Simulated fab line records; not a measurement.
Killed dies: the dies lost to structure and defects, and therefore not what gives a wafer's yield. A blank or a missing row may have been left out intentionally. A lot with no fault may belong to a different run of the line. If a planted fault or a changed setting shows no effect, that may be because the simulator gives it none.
Chamber matching / flow gf180mcu / pecvd-04 running GF_V5_CVD_02: 3 sister chambers
The step deposits SiO2 from TEOS, target thk 1450 nm, time 163.28 s. 14 wafers are shown with their chamber, then 7 later ones without.

WAFERS PAIRED WITH THEIR CHAMBERS
wafer=L074.1; chamber=2; heater_power_w (W)=684
wafer=L074.4; chamber=0; heater_power_w (W)=912
wafer=L074.6; chamber=1; heater_power_w (W)=573
wafer=L080.1; chamber=0; heater_power_w (W)=766
wafer=L080.4; chamber=2; heater_power_w (W)=799
wafer=L080.5; chamber=0; heater_power_w (W)=897
wafer=L081.1; chamber=2; heater_power_w (W)=771
wafer=L081.2; chamber=1; heater_power_w (W)=730
wafer=L081.3; chamber=0; heater_power_w (W)=836
wafer=L088.1; chamber=1; heater_power_w (W)=674
wafer=L088.4; chamber=1; heater_power_w (W)=715
wafer=L088.5; chamber=2; heater_power_w (W)=811
wafer=L089.1; chamber=1; heater_power_w (W)=706
wafer=L089.3; chamber=0; heater_power_w (W)=906

SIGNATURES (means of the wafers above)
reading=heater_power_w; chamber 0=863.40; chamber 1=679.60; chamber 2=766.25; scatter within a chamber=61.3
Rule: for a wafer and a chamber, the distance is found by dividing, reading by reading, the gap between the wafer's reading and the chamber's mean by the reading's scatter, squaring, summing and taking the root. The wafer belongs to the nearest chamber; if the next one is less than 2 further off, it can't be placed. The scatter is the square root of a quotient: the sum, over the shown wafers, of each reading's squared deviation from its chamber's mean, divided by wafers minus chambers.

WAFERS MISSING THEIR CHAMBER
wafer=L089.5; heater_power_w (W)=729
wafer=L095.4; heater_power_w (W)=858
wafer=L095.5; heater_power_w (W)=702
wafer=L095.6; heater_power_w (W)=656
wafer=L097.2; heater_power_w (W)=859
wafer=L097.3; heater_power_w (W)=645
wafer=L097.5; heater_power_w (W)=657

EACH ONE'S CHAMBER
wafer=L089.5; from the rows above=can't be placed: 2 or 1 or 0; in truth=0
wafer=L095.4; from the rows above=can't be placed: 0 or 2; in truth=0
wafer=L095.5; from the rows above=can't be placed: 1 or 2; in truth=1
wafer=L095.6; from the rows above=can't be placed: 1 or 2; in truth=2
wafer=L097.2; from the rows above=can't be placed: 0 or 2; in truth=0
wafer=L097.3; from the rows above=can't be placed: 1 or 2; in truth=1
wafer=L097.5; from the rows above=can't be placed: 1 or 2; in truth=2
Correct placement for 0 of the 7. From these rows, 7 cannot be placed; in 7 the true chamber is one of the candidates. Number placed wrongly: 0.
